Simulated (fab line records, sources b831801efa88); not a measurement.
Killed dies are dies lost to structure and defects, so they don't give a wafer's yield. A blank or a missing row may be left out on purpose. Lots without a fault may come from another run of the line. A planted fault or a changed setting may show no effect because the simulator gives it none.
fab line records | flow sky130
record lots=7 wafers=21 last_day=50
route steps=708 shown POLY_CUT@318 SD_P@320 RES_XHIGH@332 PAD_OPEN@708
lots that met no fault: from a run of the same line without faults
start_h: hours from the record's first day to the start of the lot's first wafer shown | wait_h: hours since the lot's step before | " the same as in the row above | L1.1+2: a row that stands for several wafers | - no value, or no start given | * or withheld: withheld | < > ~ a bound
route shown NAME@n: a module of which the file shows steps, and the number in the route of the first | usual: mean/standard deviation of fault-free wafers | same: alike in all rows | chamber/n: place in a boat | sites: the reading at each site | _std_site: their standard deviation | _edge_site: outer sites' mean less inner sites' | radius_mm: how far each site lies from the wafer's centre | mask NAME#n: copy n | behind: the tool/chamber that last shaped the wafer | hold: why the lot was held/for how many hours/how that ended | device: the transistor (n, p or np) that didn't switch | end of line: the same wafers' tests at the end of the route | a step without rows: its recipe alone | killed: dies lost to structure and defects at the first sort, not the wafer's yield | map: a wafer's dies, x killed, . not, _ none there
set.NAME: the setting as run; set.NAME@STEP: as run at that earlier step | model.NAME: the simulator's own value behind a step, which no gauge read
lots at some steps of the route; a table a step, a row a wafer
services: from which hour (start_h, from the record's first day; less than 0 if before it) a tool's chamber was out of use, for how many hours, and why
## steps
# step SKY_POLY_CUT_ETCH_11
# recipe target=Si3N4 chemistry=CF4/CH2F2/Ar stop_on=poly-Si source_w=600 bias_w=150 pressure_mtorr=40 cf4_flow_sccm=40 ch2f2_flow_sccm=20 Ar_flow_sccm=150 time_s=42.5 target_depth_a=600
# usual cf4_flow_sccm=40.00/0.12 drypump_motor_current_A=5.7/0.41 oes_product_au=0.823/0.0065 throttle_valve_pct=14.995/0.0085
# same time_s=42.5
# columns lot.wafer tool chamber start_h wait_h cf4_flow_sccm drypump_motor_current_A oes_product_au rf_hours_counter_h throttle_valve_pct
L747.3 rie_diel-03 3 670.03 0.0 40.02 5.8 0.826 4 15.001
L747.5 " 0 " " 39.75 5.2 0.826 - 15.003
L747.6 " 3 " " 40.15 5.8 0.833 - 14.999
L752.3 rie_diel-04 0 702.77 0.0 40.11 6.5 0.825 15 14.994
L752.4 " 2 " " 39.85 5.4 0.825 4 14.998
L752.5 " 1 " " 40.12 5.6 0.824 - 14.993
L754.1 rie_diel-04 1 708.99 0.0 40.19 5.6 0.827 3 14.988
L754.2 " 2 " " 40.06 5.3 0.826 5 14.984
L754.6 " 2 " " 40.10 5.3 0.822 - 14.987
L753.3 rie_diel-03 3 710.57 0.0 40.06 5.8 0.826 5 14.996
L753.5 " 1 " " 40.22 5.1 0.817 - 15.006
L753.6 " 0 " " 39.90 5.2 0.819 - 15.008
L756.1 rie_diel-03 1 719.08 0.0 39.95 5.1 0.829 9 14.994
L756.5 " 1 " " 40.11 5.1 0.828 - 14.997
L756.6 " 2 " " 40.03 5.8 0.821 - 15.012
L755.1 rie_diel-03 1 721.82 0.0 40.07 5.1 0.824 10 14.978
L755.4 " 3 " " 39.89 5.9 0.829 5 14.991
L755.6 " 0 " " 39.68 5.2 0.824 - 14.993
L758.1 rie_diel-04 0 727.68 0.0 39.94 6.4 0.828 16 14.996
L758.4 " 1 " " 39.91 5.6 0.831 4 14.986
L758.6 " 0 " " 39.88 6.4 0.824 - 14.985
# step SKY_POLY_CUT_STRIP_12
# recipe chemistry=O2/N2 power_w=1400 pressure_mtorr=1500 platen_temp_c=withheld o2_flow_sccm=3000 n2_flow_sccm=300 overash_fraction=0.5
# usual chamber_pressure_mTorr=1499.9/1.5 drypump_motor_current_A=5.7/0.47 oes_product_au=0.452/0.0047 strip_time_to_endpoint_s=5.356/0.02
# columns lot.wafer tool chamber start_h wait_h chamber_pressure_mTorr drypump_motor_current_A oes_product_au rf_hours_counter_h strip_time_to_endpoint_s
L747.3 plasma_asher-02 1 670.10 0.1 1498.5 5.2 0.452 - 5.356
L747.5 " 1 " " 1498.4 5.2 0.454 - 5.354
L747.6 " 0 " " 1501.5 6.1 0.451 - 5.332
L752.3 plasma_asher-02 0 702.84 0.1 1502.3 6.1 0.451 - 5.336
L752.4 " 1 " " 1498.5 5.2 0.451 - 5.375
L752.5 " 1 " " 1499.3 5.2 0.448 - 5.354
L754.1 plasma_asher-03 0 709.03 0.0 1502.8 5.3 0.455 27 5.376
L754.2 " 1 " " 1496.8 6.2 0.451 27 5.379
L754.6 " 1 " " 1495.8 6.2 0.444 - 5.364
L753.3 plasma_asher-02 1 710.64 0.1 1500.6 5.2 0.450 - 5.367
L753.5 " 0 " " 1499.8 6.1 0.451 - 5.369
L753.6 " 1 " " 1499.7 5.2 0.463 - 5.341
L756.1 plasma_asher-03 0 719.12 0.0 1501.7 5.3 0.449 28 5.380
L756.5 " 0 " " 1502.1 5.2 0.454 - 5.368
L756.6 " 1 " " 1501.9 6.2 0.447 - 5.344
L755.1 plasma_asher-03 0 721.86 0.0 1498.9 5.2 0.450 28 5.328
L755.4 " 1 " " 1499.2 6.2 0.450 - 5.331
L755.6 " 0 " " 1500.7 5.2 0.444 - 5.335
L758.1 plasma_asher-03 1 727.72 0.0 1501.3 6.2 0.457 29 5.357
L758.4 " 1 " " 1498.8 6.3 0.450 - 5.348
L758.6 " 1 " " 1501.7 6.3 0.452 - 5.329
# step SKY_SD_P_DEHYDRATE_00
# recipe temp_c=200 time_s=60
# step SKY_SD_P_HMDS_01
# recipe prime_time_s=60 prime_temp_c=120
# step SKY_SD_P_COAT_02
# recipe resist=NOVOLAK spin_rpm=3000 resist_thk_nm=1140
# step SKY_SD_P_SOFTBAKE_03
# recipe temp_c=90 time_s=60 resist=NOVOLAK
# step SKY_SD_P_EXPOSE_04
# recipe mask_id=PSDM na=0.6 source_shape=conventional sigma_outer=0.6 polarization=unpolarized target_cd_nm=380 dose_mj=138
# step SKY_SD_P_PEB_05
# recipe temp_c=withheld time_s=* resist=NOVOLAK
# step SKY_SD_P_DEVELOP_06
# recipe resist=NOVOLAK developer=TMAH develop_time_s=60 dev_temp_c=23
# step SKY_SD_P_CD_MEAS_07
# recipe target_cd_nm=380
# usual cd_nm=379.4/2.7
# columns lot.wafer tool chamber start_h wait_h cd_nm
L747.3 cd_sem-02 - 697.53 0.1 377.3
L747.5 " - " " 377.5
L747.6 " - " " 379.9
L752.3 cd_sem-02 - 730.18 0.1 387.6
L752.4 " - " " 386.1
L752.5 " - " " 386.3
L754.1 cd_sem-02 - 737.11 0.1 378.1
L754.2 " - " " 379.8
L754.6 " - " " 377.7
L753.3 cd_sem-01 - 738.40 0.1 378.6
L753.5 " - " " 375.8
L753.6 " - " " 377.3
L756.1 cd_sem-01 - 746.47 0.1 377.9
L756.5 " - " " 380.6
L756.6 " - " " 380.7
L755.1 cd_sem-02 - 748.21 0.1 379.9
L755.4 " - " " 380.2
L755.6 " - " " 379.8
L758.1 cd_sem-01 - 754.91 0.1 381.7
L758.4 " - " " 381.1
L758.6 " - " " 382.9
# step SKY_SD_P_OVL_MEAS_08
# usual SD_P_OVL=0.5/1.2
# columns lot.wafer tool chamber start_h wait_h SD_P_OVL[nm]
L747.3 overlay-02 - 697.63 0.1 1.7
L747.5 " - " " 0.9
L747.6 " - " " 2.2
L752.3 overlay-02 - 730.28 0.1 1.3
L752.4 " - " " 1.1
L752.5 " - " " 1.1
L754.1 overlay-02 - 737.23 0.1 -1.3
L754.2 " - " " -1.1
L754.6 " - " " -1.2
L753.3 overlay-01 - 738.49 0.1 -0.2
L753.5 " - " " 0.9
L753.6 " - " " -0.7
L756.1 overlay-02 - 746.59 0.1 0.0
L756.5 " - " " 0.5
L756.6 " - " " -0.7
L755.1 overlay-01 - 748.33 0.1 1.1
L755.4 " - " " 1.4
L755.6 " - " " -0.1
L758.1 overlay-02 - 755.03 0.1 0.1
L758.4 " - " " 0.8
L758.6 " - " " -0.2
# step SKY_SD_P_IMPLANT_09
# recipe species=BF2 energy_kev=20 dose_cm2=2.938e+15 tilt_deg=0
# step SKY_SD_P_STRIP_10
# recipe chemistry=O2/N2 power_w=1400 pressure_mtorr=1500 platen_temp_c=withheld o2_flow_sccm=3000 n2_flow_sccm=300 overash_fraction=0.5
# usual chamber_pressure_mTorr=1500.1/1.4 drypump_motor_current_A=5.5/0.41 oes_product_au=0.619/0.0051 strip_time_to_endpoint_s=17.45/0.039
# columns lot.wafer tool chamber start_h wait_h chamber_pressure_mTorr drypump_motor_current_A oes_product_au rf_hours_counter_h strip_time_to_endpoint_s model.NOVOLAK_of_SD_P_COAT_02.thk_nm
L747.3 plasma_asher-04 1 697.83 0.1 1499.4 5.2 0.614 - 17.41 0
L747.5 " 1 " " 1498.1 5.2 0.622 - 17.39 0
L747.6 " 0 " " 1499.4 5.7 0.611 - 17.38 0
L752.3 plasma_asher-01 1 730.48 0.1 - - - - - 1138
L752.4 " 0 " " - - - - - 1136
L752.5 " 1 " " - - - - - 1137
L754.1 plasma_asher-01 0 737.58 0.1 - - - - - 1141
L754.2 " 1 " " - - - - - 1140
L754.6 " 1 " " - - - - - 1141
L753.3 plasma_asher-01 0 738.70 0.1 - - - - - 1142
L753.5 " 1 " " - - - - - 1140
L753.6 " 0 " " - - - - - 1139
L756.1 plasma_asher-01 1 746.77 0.1 1500.1 5.7 0.624 65 17.44 0
L756.5 " 0 " " 1500.0 4.9 0.622 - 17.45 0
L756.6 " 1 " " 1500.1 5.7 0.625 - 17.48 0
L755.1 plasma_asher-01 1 748.51 0.1 1501.4 5.7 0.612 65 17.43 0
L755.4 " 0 " " 1500.7 4.9 0.619 - 17.45 0
L755.6 " 0 " " 1497.9 4.9 0.623 - 17.45 0
L758.1 plasma_asher-03 0 755.21 0.1 1499.3 5.3 0.616 32 17.41 0
L758.4 " 0 " " 1500.1 5.3 0.615 - 17.50 0
L758.6 " 0 " " 1501.3 5.3 0.614 - 17.44 0
# step SKY_SD_P_TW_MEAS_11
# usual SD_P_TW=2810/15
# columns lot.wafer tool chamber start_h wait_h SD_P_TW
L747.3 film_metro-02 - 697.92 0.1 2819
L747.5 " - " " 2827
L747.6 " - " " 2819
L752.3 film_metro-03 - 730.57 0.1 2781
L752.4 " - " " 2778
L752.5 " - " " 2785
L754.1 film_metro-02 - 737.68 0.1 2803
L754.2 " - " " 2819
L754.6 " - " " 2812
L753.3 film_metro-01 - 738.78 0.1 2815
L753.5 " - " " 2806
L753.6 " - " " 2789
L756.1 film_metro-01 - 746.87 0.1 2820
L756.5 " - " " 2795
L756.6 " - " " 2804
L755.1 film_metro-01 - 748.61 0.1 2803
L755.4 " - " " 2817
L755.6 " - " " 2820
L758.1 film_metro-02 - 755.31 0.1 2810
L758.4 " - " " 2808
L758.6 " - " " 2817
# step SKY_RES_XHIGH_DEHYDRATE_00
# recipe temp_c=200 time_s=60
# step SKY_RES_XHIGH_HMDS_01
# recipe prime_time_s=60 prime_temp_c=120
# step SKY_RES_XHIGH_COAT_02
# recipe resist=NOVOLAK spin_rpm=3000 resist_thk_nm=1140
# step SKY_RES_XHIGH_SOFTBAKE_03
# recipe temp_c=90 time_s=60 resist=NOVOLAK
# step SKY_RES_XHIGH_EXPOSE_04
# recipe mask_id=URPM na=0.6 source_shape=conventional sigma_outer=0.6 polarization=unpolarized target_cd_nm=1270 dose_mj=140
# step SKY_RES_XHIGH_PEB_05
# recipe temp_c=withheld time_s=* resist=NOVOLAK
# step SKY_RES_XHIGH_DEVELOP_06
# recipe resist=NOVOLAK developer=TMAH develop_time_s=60 dev_temp_c=23
# step SKY_RES_XHIGH_IMPLANT_07
# recipe species=BF2 energy_kev=20 dose_cm2=3.6e+14 tilt_deg=0
# step SKY_RES_XHIGH_STRIP_08
# recipe chemistry=O2/N2 power_w=1400 pressure_mtorr=1500 platen_temp_c=withheld o2_flow_sccm=3000 n2_flow_sccm=300 overash_fraction=0.5
# usual chamber_pressure_mTorr=1499.9/1.2 drypump_motor_current_A=5.6/0.48 oes_product_au=0.711/0.0046 strip_time_to_endpoint_s=14.30/0.04
# columns lot.wafer tool chamber start_h wait_h chamber_pressure_mTorr drypump_motor_current_A oes_product_au rf_hours_counter_h strip_time_to_endpoint_s
L747.3 plasma_asher-02 1 725.81 0.1 1499.6 5.2 0.716 - 14.32
L747.5 " 0 " " 1498.9 6.1 0.707 - 14.29
L747.6 " 1 " " 1501.1 5.2 0.711 - 14.36
L752.3 plasma_asher-03 1 757.91 0.1 1499.8 6.2 0.709 - 31.31
L752.4 " 0 " " 1501.7 5.3 0.716 - 31.31
L752.5 " 1 " " 1499.2 6.2 0.707 - 31.36
L754.1 plasma_asher-02 1 763.91 0.1 1500.6 5.2 0.716 93 31.35
L754.2 " 0 " " 1500.1 6.1 0.716 93 31.35
L754.6 " 1 " " 1500.9 5.2 0.713 - 31.31
L753.3 plasma_asher-01 0 765.65 0.1 1500.3 4.9 0.726 - 31.34
L753.5 " 1 " " 1499.7 5.7 0.718 - 31.37
L753.6 " 0 " " 1502.2 4.9 0.711 - 31.30
L756.1 plasma_asher-01 0 774.02 0.1 1502.1 4.9 0.716 68 14.32
L756.5 " 1 " " 1500.5 5.7 0.708 - 14.31
L756.6 " 0 " " 1500.0 5.0 0.704 - 14.31
L755.1 plasma_asher-02 0 775.12 0.1 1500.6 6.1 0.713 94 14.27
L755.4 " 0 " " 1500.2 6.1 0.713 - 14.28
L755.6 " 0 " " 1502.8 6.1 0.707 - 14.28
L758.1 plasma_asher-03 0 782.66 0.1 1499.1 5.2 0.712 34 14.31
L758.4 " 0 " " 1501.7 5.2 0.711 - 14.25
L758.6 " 1 " " 1498.3 6.2 0.716 - 14.27
# step SKY_RES_XHIGH_TW_MEAS_09
# usual RES_XHIGH_TW=1636/9.6
# columns lot.wafer tool chamber start_h wait_h hold RES_XHIGH_TW
L747.3 film_metro-01 - 725.90 0.1 - 1647
L747.5 " - " " - 1635
L747.6 " - " " - 1646
L752.3 film_metro-02 - 758.00 0.1 await_dispo/0.2h/release 30
L752.4 " - " " await_dispo/0.2h/release 30
L752.5 " - " " await_dispo/0.2h/release 30
L752.3 film_metro-02 - 758.23 0.2 - 30
L752.4 " - " " - 30
L752.5 " - " " - 30
L754.1 film_metro-02 - 764.01 0.1 await_dispo/0.2h/release 30
L754.2 " - " " await_dispo/0.2h/release 30
L754.6 " - " " await_dispo/0.2h/release 30
L754.1 film_metro-02 - 764.24 0.2 - 30
L754.2 " - " " - 30
L754.6 " - " " - 30
L753.3 film_metro-02 - 765.74 0.1 await_dispo/0.2h/release 30
L753.5 " - " " await_dispo/0.2h/release 30
L753.6 " - " " await_dispo/0.2h/release 30
L753.3 film_metro-02 - 765.96 0.2 - 30
L753.5 " - " " - 30
L753.6 " - " " - 30
L756.1 film_metro-03 - 774.12 0.1 - 1634
L756.5 " - " " - 1639
L756.6 " - " " - 1645
L755.1 film_metro-02 - 775.22 0.1 - 1652
L755.4 " - " " - 1659
L755.6 " - " " - 1642
L758.1 film_metro-03 - 782.76 0.1 - 1637
L758.4 " - " " - 1639
L758.6 " - " " - 1626
# step SKY_PAD_OPEN_PROBE_99
# usual defect_limited_yield=82.1/1.8 killed_at_M0_to_M3=44/6.2 killed_at_M4_up=3.3/1.8 killed_at_contacts=25/5.8 killed_at_front_end=15/4 killed_at_other=0.3/0.49 killed_dies=88/8.8 killed_open=48/6.5 killed_short=39/6.3 sort_bin_3_pad_short=0.9/0.41 sort_bin_5_function=10.6/1.4 sort_bin_6_memory=6.4/1.1 sort_n_pass=404/8.8 sort_yield_pct=82.1/1.8
# same gross_dies=492 killed_at_back_side=0 sort_bin_4_leakage[%]=0 sort_bin_8_speed[%]=0
# columns lot.wafer tool chamber start_h wait_h defect_limited_yield[%] killed_at_M0_to_M3 killed_at_M4_up killed_at_contacts killed_at_front_end killed_at_other killed_dies killed_open killed_short sort_bin_3_pad_short[%] sort_bin_5_function[%] sort_bin_6_memory[%] sort_n_pass sort_yield_pct[%]
L747.3 prober-02 - 1154.75 0.2 81.3 44 5 22 21 0 92 50 42 1.0 11.4 6.3 400 81.3
L747.5 prober-02 - 1154.85 0.2 83.1 36 3 28 15 1 83 49 34 0.6 11.4 4.9 409 83.1
L747.6 prober-02 - 1154.90 0.2 79.3 42 6 40 14 0 102 63 39 0.8 11.2 8.7 390 79.3
L758.1 prober-02 - 1193.76 0.1 82.1 47 1 25 15 0 88 48 40 0.8 11.4 5.7 404 82.1
L758.4 prober-02 - 1193.91 0.2 78.3 57 1 33 16 0 107 53 54 0.8 15.2 5.7 385 78.3
L758.6 prober-02 - 1194.01 0.2 82.7 46 2 16 20 1 85 48 37 0.6 8.5 8.1 407 82.7
# killed by level:class
L747.3 VIA1:geometric_particle:open=12 CONTACT:geometric_particle:short=8 VIA3:geometric_particle:open=7 POLY_GATE:geometric_particle:open=6 LI_CONTACT:geometric_particle:open=6 FIELD_ISO:geometric_particle:short=5 VIA1:geometric_particle:short=5 VIA2:geometric_particle:open=5
L747.5 CONTACT:geometric_particle:open=13 VIA1:geometric_particle:open=11 CONTACT:geometric_particle:short=6 VIA3:geometric_particle:open=6 LI_CONTACT:geometric_particle:open=5 POLY_GATE:geometric_particle:short=4 VIA2:geometric_particle:open=4 FIELD_ISO:geometric_particle:open=3
L747.6 CONTACT:geometric_particle:open=17 VIA1:geometric_particle:open=11 LI_CONTACT:geometric_particle:open=10 VIA2:geometric_particle:open=7 LI_CONTACT:geometric_particle:short=6 METAL1:geometric_particle:short=5 METAL2:geometric_particle:short=5 LOCAL_INTERCONNECT:geometric_particle:short=4
L758.1 CONTACT:geometric_particle:open=9 METAL1:geometric_particle:short=9 VIA1:geometric_particle:open=7 LI_CONTACT:geometric_particle:open=7 VIA3:geometric_particle:open=7 FIELD_ISO:geometric_particle:open=6 FIELD_ISO:geometric_particle:short=5 METAL2:geometric_particle:short=5
L758.4 LOCAL_INTERCONNECT:geometric_particle:short=13 VIA2:geometric_particle:open=12 VIA1:geometric_particle:open=10 CONTACT:geometric_particle:open=9 VIA3:geometric_particle:open=8 LI_CONTACT:geometric_particle:open=7 VIA1:geometric_particle:short=6 POLY_GATE:geometric_particle:short=5
L758.6 METAL2:geometric_particle:short=10 CONTACT:geometric_particle:open=8 VIA1:geometric_particle:open=8 VIA2:geometric_particle:open=6 FIELD_ISO:geometric_particle:open=5 METAL1:geometric_particle:short=5 VIA1:geometric_particle:short=5 POLY_GATE:geometric_particle:open=4
## services
# columns tool chamber start_h hours kind
rie_diel-03 2 674.47 - clean
rie_diel-03 2 674.47 20.2 scheduled_down
rie_diel-03 2 674.47 20.2 vent_cycle
rie_diel-03 2 701.85 4.1 repair
plasma_asher-01 - 714.81 2.8 pm
rie_diel-03 0 722.30 9.9 repair
plasma_asher-02 - 730.23 6.6 repair
plasma_asher-04 - 733.77 9.0 pm
plasma_asher-04 0 733.77 9.0 vent_cycle
plasma_asher-04 1 733.77 9.0 vent_cycle
rie_diel-04 - 734.24 5.0 repair
plasma_asher-04 0 742.77 - clean
plasma_asher-04 1 742.77 - clean
plasma_asher-04 - 751.52 1.1 repair
rie_diel-03 0 756.00 4.4 repair
rie_diel-04 0 766.75 5.5 repair
## key
first_sign step=SKY_SD_P_STRIP_10 reading=tool_record direction=missing
effect step=SKY_RES_XHIGH_STRIP_08 reading=strip_time_to_endpoint_s direction=up sigmas=99+ usual=* struck=*
effect step=SKY_RES_XHIGH_TW_MEAS_09 reading=visit direction=added
effect step=SKY_RES_XHIGH_TW_MEAS_09 reading=RES_XHIGH_TW direction=down sigmas=99+ usual=1636 struck=30
model_effect step=SKY_SD_P_STRIP_10 value=NOVOLAK_of_SD_P_COAT_02.thk_nm without=0 struck=1139
met_at SKY_SD_P_STRIP_10
struck_wafers L752.3,L752.4,L752.5,L753.3,L753.5,L753.6,L754.1,L754.2,L754.6
scrapped_behind SKY_RES_XHIGH_TW_MEAS_09 L752.3,L752.4,L752.5,L753.3,L753.5,L753.6,L754.1,L754.2,L754.6
fault kind=skipped_step_whole tool=plasma_asher-01 chamber=- onset_h=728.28 steps=SKY_SD_P_STRIP_10 scope=struck_lots_only
